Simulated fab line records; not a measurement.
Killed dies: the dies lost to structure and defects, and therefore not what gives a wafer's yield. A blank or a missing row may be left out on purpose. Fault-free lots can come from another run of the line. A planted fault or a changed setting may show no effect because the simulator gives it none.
A lot that was struck, set against a sound lot :: flow sky130 :: 22 steps out of a route of 708
Sound: the wafers L563.1, L563.2, L563.3. The struck wafers were L569.3, L569.4, L569.6. At the end, the cause is stated.
Each step with rows lists, per side, the tool, then ch with its chambers, then its first start. Under that, the readings that differ: sound wafers :: struck wafers :: difference of the means :: sigmas: that difference in standard deviations of wafers without a fault.
alike: readings with means less than 2 such deviations apart, plus words and numbers identical on both sides. not compared: withheld readings, readings lacking a value on some wafer, bounds such as >300 that could conceal the same value, and numbers that have no deviation in the record and whose values overlap.
The two part at a step that has a row with sigmas, a row that says differs or no value, or rows on one side only. Numbers that have no deviation but don't overlap get no sigmas and don't part them. A reading that every wafer of one side lacks parts them only if that side has two wafers or more.

first, 4 steps without rows for these wafers: SKY_VT_ADJUST_PCH_SOFTBAKE_03; SKY_VT_ADJUST_PCH_EXPOSE_04 (exposes mask NWM, target cd 840 nm); SKY_VT_ADJUST_PCH_PEB_05; SKY_VT_ADJUST_PCH_DEVELOP_06 (develop time 60 s).
SKY_VT_ADJUST_PCH_OVL_MEAS_07:
  struck on overlay-01, day 14 19:18; sound on overlay-02, day 12 11:50
  alike: VT_ADJUST_PCH_OVL
following that, these wafers have no rows for 1 step: SKY_VT_ADJUST_PCH_IMPLANT_08.
SKY_VT_ADJUST_PCH_STRIP_09: strips in O2/N2.
  sound on plasmaAsher-04 ch 0,1, day 12 12:01; struck on plasmaAsher-01 ch 0,1, day 14 19:31
  alike: drypumpMotorCurrentA, oesProductAu, stripTimeToEndpointS
  not compared: rfHoursCounterH
SKY_VT_ADJUST_PCH_TW_MEAS_10:
  struck on filmMetro-04, day 14 19:35; sound on filmMetro-04, day 12 12:07
  alike: VT_ADJUST_PCH_TW
then, 4 steps without rows for these wafers: SKY_SONOS_TUNNEL_DEHYDRATE_00 (time 60 s); SKY_SONOS_TUNNEL_HMDS_01 (prime time 60 s); SKY_SONOS_TUNNEL_COAT_02 (resist thk 1140 nm); SKY_SONOS_TUNNEL_SOFTBAKE_03 (time 60 s).
SKY_SONOS_TUNNEL_EXPOSE_04: exposes mask TUNM, target cd 410 nm.
  sound on ilineStepper-01 ch 0, day 13 00:18; struck on ilineStepper-02 ch 0, day 15 08:22
reading: mask
sound: TUNM#0 TUNM#0 TUNM#0
struck: NWM#0 NWM#0 NWM#0
difference: differs
sigmas: 
then, 2 steps without rows for these wafers: SKY_SONOS_TUNNEL_PEB_05; SKY_SONOS_TUNNEL_DEVELOP_06 (develop time 60 s).
SKY_SONOS_TUNNEL_CD_MEAS_07: the cd target is 410 nm.
  struck on cdSem-01, day 15 22:26; sound on cdSem-01, day 13 13:01
reading: cdNm (nm)
sound: 409.5 408.1 407.5
struck: - - -
difference: no value on the struck wafers
sigmas: 
SKY_SONOS_TUNNEL_OVL_MEAS_08:
  struck on overlay-01, day 15 22:31; sound on overlay-01, day 13 13:08
reading: SONOS_TUNNEL_OVL (nm)
sound: -0.1 -4.5 -1.3
struck: - - -
difference: no value on the struck wafers
sigmas: 
then, 3 steps without rows for these wafers: SKY_SONOS_TUNNEL_IMPLANT_09; SKY_SONOS_TUNNEL_WET_ETCH_10 (etches SiO2 in dHF, target depth 14 nm, time 280 s); SKY_SONOS_TUNNEL_STRIP_11 (strips in SPM, time 600 s).
SKY_SONOS_TUNNEL_TW_MEAS_12:
  struck on filmMetro-03, day 15 23:12; sound on filmMetro-04, day 13 13:36
reading: SONOS_TUNNEL_TW
sound: 200.4 201.4 200.1
struck: 30.3 30.0 30.2
difference: -170.5
sigmas: -68
  not compared: hold
SKY_PAD_OPEN_PROBE_99:
  sound wafers here have rows in the record (prober-01, day 47 22:37); struck ones have none

== WHERE THEY PART ==
Last at SKY_PAD_OPEN_PROBE_99 as far as this record goes, first at SKY_SONOS_TUNNEL_EXPOSE_04.

WHY: what the simulator had put in
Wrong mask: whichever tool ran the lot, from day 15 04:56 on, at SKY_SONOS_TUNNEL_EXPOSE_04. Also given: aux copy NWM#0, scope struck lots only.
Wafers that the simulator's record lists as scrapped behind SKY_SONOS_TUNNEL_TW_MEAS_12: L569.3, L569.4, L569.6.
